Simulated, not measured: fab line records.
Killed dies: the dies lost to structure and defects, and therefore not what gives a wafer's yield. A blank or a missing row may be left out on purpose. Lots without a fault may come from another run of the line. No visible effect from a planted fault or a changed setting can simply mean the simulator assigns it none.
A sampling plan put to the test | flow gf180mcu | one line in one fab, 21 faults in these records, each fault weighed on the records of the lots it struck
The plan is the line's own looks: the steps of the route at which a gauge or an inspection reads the wafer and doesn't change it. A look can be judged if struck wafers have a number there and the file gives its usual mean and standard deviation on fault-free wafers. Caught: the struck wafers' mean, at a look after the fault's first step, is 4 or more of those standard deviations (sigma) away from the usual mean. On the tool: the identical test, applied to the tool's own readings at the steps of the fault. Also counted as caught: the struck wafers showing another recipe, or a record that is empty for them alone.

THE FAULTS, as the simulator had put them in
1. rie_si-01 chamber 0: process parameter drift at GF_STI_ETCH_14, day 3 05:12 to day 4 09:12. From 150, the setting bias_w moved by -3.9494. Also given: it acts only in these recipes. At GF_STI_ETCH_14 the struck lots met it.
2. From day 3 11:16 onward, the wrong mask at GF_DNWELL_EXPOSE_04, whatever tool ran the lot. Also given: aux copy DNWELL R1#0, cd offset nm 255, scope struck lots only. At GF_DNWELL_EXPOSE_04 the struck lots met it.
3. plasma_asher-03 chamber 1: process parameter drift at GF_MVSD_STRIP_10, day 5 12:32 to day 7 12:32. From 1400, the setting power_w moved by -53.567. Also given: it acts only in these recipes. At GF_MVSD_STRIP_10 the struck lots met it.
4. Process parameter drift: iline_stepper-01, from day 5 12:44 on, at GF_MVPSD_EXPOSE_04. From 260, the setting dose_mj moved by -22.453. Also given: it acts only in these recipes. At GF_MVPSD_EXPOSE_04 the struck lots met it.
5. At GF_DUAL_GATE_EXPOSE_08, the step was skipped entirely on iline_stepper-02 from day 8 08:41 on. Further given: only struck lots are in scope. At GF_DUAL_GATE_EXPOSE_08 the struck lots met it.
6. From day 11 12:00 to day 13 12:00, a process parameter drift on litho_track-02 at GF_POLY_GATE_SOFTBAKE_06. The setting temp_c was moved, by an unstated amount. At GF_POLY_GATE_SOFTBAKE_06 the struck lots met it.
7. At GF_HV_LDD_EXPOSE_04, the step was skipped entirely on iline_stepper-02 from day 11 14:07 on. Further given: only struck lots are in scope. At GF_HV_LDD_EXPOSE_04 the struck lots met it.
8. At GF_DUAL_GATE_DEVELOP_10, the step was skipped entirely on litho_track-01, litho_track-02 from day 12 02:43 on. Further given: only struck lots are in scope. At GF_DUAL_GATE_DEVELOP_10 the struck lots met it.
9. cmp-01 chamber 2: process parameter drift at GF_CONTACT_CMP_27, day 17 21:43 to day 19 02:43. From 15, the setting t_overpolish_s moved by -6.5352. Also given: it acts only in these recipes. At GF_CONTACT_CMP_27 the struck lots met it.
10. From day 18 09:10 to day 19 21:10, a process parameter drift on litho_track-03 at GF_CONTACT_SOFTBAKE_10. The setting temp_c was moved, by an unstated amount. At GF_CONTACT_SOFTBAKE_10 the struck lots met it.
11. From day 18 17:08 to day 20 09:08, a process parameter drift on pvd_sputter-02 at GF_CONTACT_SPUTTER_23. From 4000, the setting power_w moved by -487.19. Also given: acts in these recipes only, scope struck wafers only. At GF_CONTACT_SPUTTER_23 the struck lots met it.
12. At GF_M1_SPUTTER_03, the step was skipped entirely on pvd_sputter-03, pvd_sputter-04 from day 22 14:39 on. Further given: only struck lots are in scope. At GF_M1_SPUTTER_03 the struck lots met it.
13. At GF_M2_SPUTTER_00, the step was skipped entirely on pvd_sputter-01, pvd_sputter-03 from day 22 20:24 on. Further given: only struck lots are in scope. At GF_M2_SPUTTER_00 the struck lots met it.
14. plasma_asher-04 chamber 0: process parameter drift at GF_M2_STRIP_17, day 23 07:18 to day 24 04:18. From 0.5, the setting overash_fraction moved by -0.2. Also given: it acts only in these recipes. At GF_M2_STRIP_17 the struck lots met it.
15. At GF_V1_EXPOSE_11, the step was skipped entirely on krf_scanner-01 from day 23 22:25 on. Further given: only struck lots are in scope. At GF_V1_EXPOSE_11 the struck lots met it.
16. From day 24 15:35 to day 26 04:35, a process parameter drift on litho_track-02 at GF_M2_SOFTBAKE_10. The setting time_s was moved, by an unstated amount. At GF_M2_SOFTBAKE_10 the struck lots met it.
17. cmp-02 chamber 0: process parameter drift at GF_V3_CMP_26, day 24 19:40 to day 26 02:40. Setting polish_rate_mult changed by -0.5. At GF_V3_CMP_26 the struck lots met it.
18. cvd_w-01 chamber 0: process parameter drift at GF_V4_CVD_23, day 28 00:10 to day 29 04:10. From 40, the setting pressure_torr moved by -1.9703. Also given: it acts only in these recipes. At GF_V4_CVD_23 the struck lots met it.
19. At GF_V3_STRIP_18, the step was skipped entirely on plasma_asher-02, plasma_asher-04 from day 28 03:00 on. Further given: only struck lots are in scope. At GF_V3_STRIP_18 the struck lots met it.
20. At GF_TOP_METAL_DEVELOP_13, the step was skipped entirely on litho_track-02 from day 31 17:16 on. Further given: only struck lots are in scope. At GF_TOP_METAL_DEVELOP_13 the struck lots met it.
21. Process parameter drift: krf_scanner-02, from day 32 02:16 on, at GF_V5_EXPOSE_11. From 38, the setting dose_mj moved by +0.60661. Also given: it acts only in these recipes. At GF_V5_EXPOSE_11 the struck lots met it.

WHAT THE PLAN SAW
fault | on the tool itself                               | first look that catches it                      | reading, sigma | median hours from its first step to that look | hours from the fault's start to the first struck lot there | judged looks passed uncaught
1     | bias_w -8.7 sigma                                | none of the 2 looks that can be judged after it | -              | -                                             | -                                                          | 2
2     | no reading that can be judged                    | not the one look that can be judged after it    | -              | -                                             | -                                                          | 1
3     | strip_time_to_endpoint_s +12 sigma               | not the one look that can be judged after it    | -              | -                                             | -                                                          | 1
4     | exposure_dose_mJ_cm2 -74 sigma                   | none of the 2 looks that can be judged after it | -              | -                                             | -                                                          | 2
5     | no reading that can be judged                    | no look after it can be judged                  | -              | -                                             | -                                                          | 0
6     | heater_power_total_W -99 or beyond sigma         | GF_POLY_GATE_CD_MEAS_10                         | cd_nm +16      | 9.9                                           | 26                                                         | 0
7     | no reading that can be judged                    | no look after it can be judged                  | -              | -                                             | -                                                          | 0
8     | the tool's record is blank for the struck wafers | no look after it can be judged                  | -              | -                                             | -                                                          | 0
9     | overpolish_run_s -99 or beyond sigma             | no look after it can be judged                  | -              | -                                             | -                                                          | 0
10    | heater_power_total_W +99 or beyond sigma         | GF_CONTACT_CD_MEAS_14                           | cd_nm +32      | 12.4                                          | 39                                                         | 0
11    | cathode_dc_power_W -99 or beyond sigma           | none of the 3 looks that can be judged after it | -              | -                                             | -                                                          | 3
12    | the tool's record is blank for the struck wafers | no look after it can be judged                  | -              | -                                             | -                                                          | 0
13    | the tool's record is blank for the struck wafers | no look after it can be judged                  | -              | -                                             | -                                                          | 0
14    | under 2 sigma                                    | not the one look that can be judged after it    | -              | -                                             | -                                                          | 1
15    | no reading that can be judged                    | no look after it can be judged                  | -              | -                                             | -                                                          | 0
16    | run_length_s +17 sigma                           | no look after it can be judged                  | -              | -                                             | -                                                          | 0
17    | overpolish_run_s -99 or beyond sigma             | no look after it can be judged                  | -              | -                                             | -                                                          | 0
18    | chamber_pressure_Torr -25 sigma                  | not the one look that can be judged after it    | -              | -                                             | -                                                          | 1
19    | the tool's record is blank for the struck wafers | no look after it can be judged                  | -              | -                                             | -                                                          | 0
20    | the tool's record is blank for the struck wafers | no look after it can be judged                  | -              | -                                             | -                                                          | 0
21    | exposure_dose_mJ_cm2 +11 sigma                   | no look after it can be judged                  | -              | -                                             | -                                                          | 0
Dash: fault not caught, or number not given in these records.

Caught at a look: 2 of 21. Caught on the tool: 16 of 21. By one or the other: 16 of 21.
Faults 1, 3, 4, 8, 9, 11, 12, 13, 16, 17, 18, 19, 20, 21 were caught on the tool alone.
Caught by neither: faults 2, 5, 7, 14, 15.

THINNER SAMPLING
If the look that catches a fault measured only every second or every third lot, by lot number, the first struck lot would be measured this late in the worst case:
fault | struck lots at that look, in order of time | every lot | every second lot | every third lot
6     | L147, L149                                 | 26 h      | may miss all 2   | may miss all 2
10    | L369, L370                                 | 39 h      | 47 h             | may miss all 2
Hours count from the start of the fault until the first struck lot that is measured. The test against the limit of 4 sigma pooled every struck wafer, which means one lot taken alone may stay below that limit. Other struck lots may not be in these records.

THE LONGEST TIMED WAY FROM STEP TO LOOK
Fault 10: a median of 12.4 hours passes between GF_CONTACT_SOFTBAKE_10 and GF_CONTACT_CD_MEAS_14. No look between them can be judged.
